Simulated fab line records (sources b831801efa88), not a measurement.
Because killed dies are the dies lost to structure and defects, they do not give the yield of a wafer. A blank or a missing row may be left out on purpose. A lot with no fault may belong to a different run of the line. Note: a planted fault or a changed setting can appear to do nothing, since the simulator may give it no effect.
Problem report, 8D (eight disciplines) form, completed by code    flow sky130    the parts of the form that need people (team, actions taken, sign-off) are left out

== 1. WHAT WENT WRONG ==
FIELD_ISO_OXIDATION_00_THK at SKY_FIELD_ISO_THK_MEAS_02 reads a mean of 10.35 nm on 6 wafers of 2 lots; wafers without a fault read 12.07 nm with a standard deviation of 0.25. That puts it -6.9 standard deviations away from the usual mean.
Earliest sighting: wafer L167.3 on filmMetro-02 at day 2 03:34. The record has a number at this step for 35 wafers belonging to 12 lots. The rule behind "out" and "out of limits": a value lying over 4 standard deviations away from the usual mean. All remaining wafers that have a number are taken as sound.

== 2. WHAT IT IS AND WHAT IT IS NOT ==
question                     is                          is not
which readings at this step  FIELD_ISO_OXIDATION_00_THK  -
which lots                   L167, L168                  L164, L166, L179, L180, L181, L182, L184, L185, L186, L187
which wafers of those lots   all that have a number      -
read on which gauges         filmMetro-01, filmMetro-02  filmMetro-04
when                         from day 2 03:34            up to then (6 sound wafers); but 23 sound wafers of L179, L180, L181, L182, L184, L185, L186, L187 came after

== 3. THE SUSPECTS, EACH WITH WHAT RULES IT OUT ==
Counting: a tool at any process step up to the reading remains a suspect when it ran all the lots that are out and ran no sound lot after the first of those.
- ruled out: the gauge at SKY_FIELD_ISO_THK_MEAS_02. The wafers that are out were read on 2 gauges (filmMetro-01, filmMetro-02).
- furnace-02 at SKY_FIELD_ISO_OXIDATION_01 (stabilise 600 s, purge 300 s, target thk 12 nm): ruled out as a lasting fault. After its first lot that is out, L167 (day 2 02:02), sound lots L181, L182, L184, L186, L187 ran on it.
Left after counting: nothing in the record.

== 4. THE CAUSE (what the simulator had put in) ==
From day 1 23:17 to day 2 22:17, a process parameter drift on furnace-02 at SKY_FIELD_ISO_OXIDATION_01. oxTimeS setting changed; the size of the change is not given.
Counting ruled it out, wrongly: the rule takes a fault to strike every lot that its tool runs from its start on, and this one did not.

== 5. SEQUENCE OF EFFECTS, ordered by route ==
Rows list readings where the struck wafers' mean (over those with a number) sits beyond 3 standard deviations from the usual. Readings are gone through only where the record gives a usual standard deviation; hours: the median, over the lots, of the time from a lot's start at the first step in this table giving one to that lot's start at this step; sigmas: the change measured in usual standard deviations.
hours  step                       reading                     usual     on struck wafers  change  sigmas
0      SKY_FIELD_ISO_THK_MEAS_02  FIELD_ISO_OXIDATION_00_THK  12.07 nm  10.35             -1.72   -6.9
At these later measuring or inspecting steps, every struck wafer for which the step has a row has a number for every such reading, and none has moved that far: SKY_NWELL_OVL_MEAS_23, SKY_LDD_LDN_TW_MEAS_13.

== 6. WHAT WOULD HAVE CAUGHT IT SOONER ==
In this record the first reading out of limits at a measuring or inspecting step was taken at day 2 03:34, 4 hours after the fault began at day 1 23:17.
Tool readings at SKY_FIELD_ISO_OXIDATION_01 with a usual standard deviation given in the record: none out on any struck wafer, hence no alarm at a limit of 4 standard deviations on them.
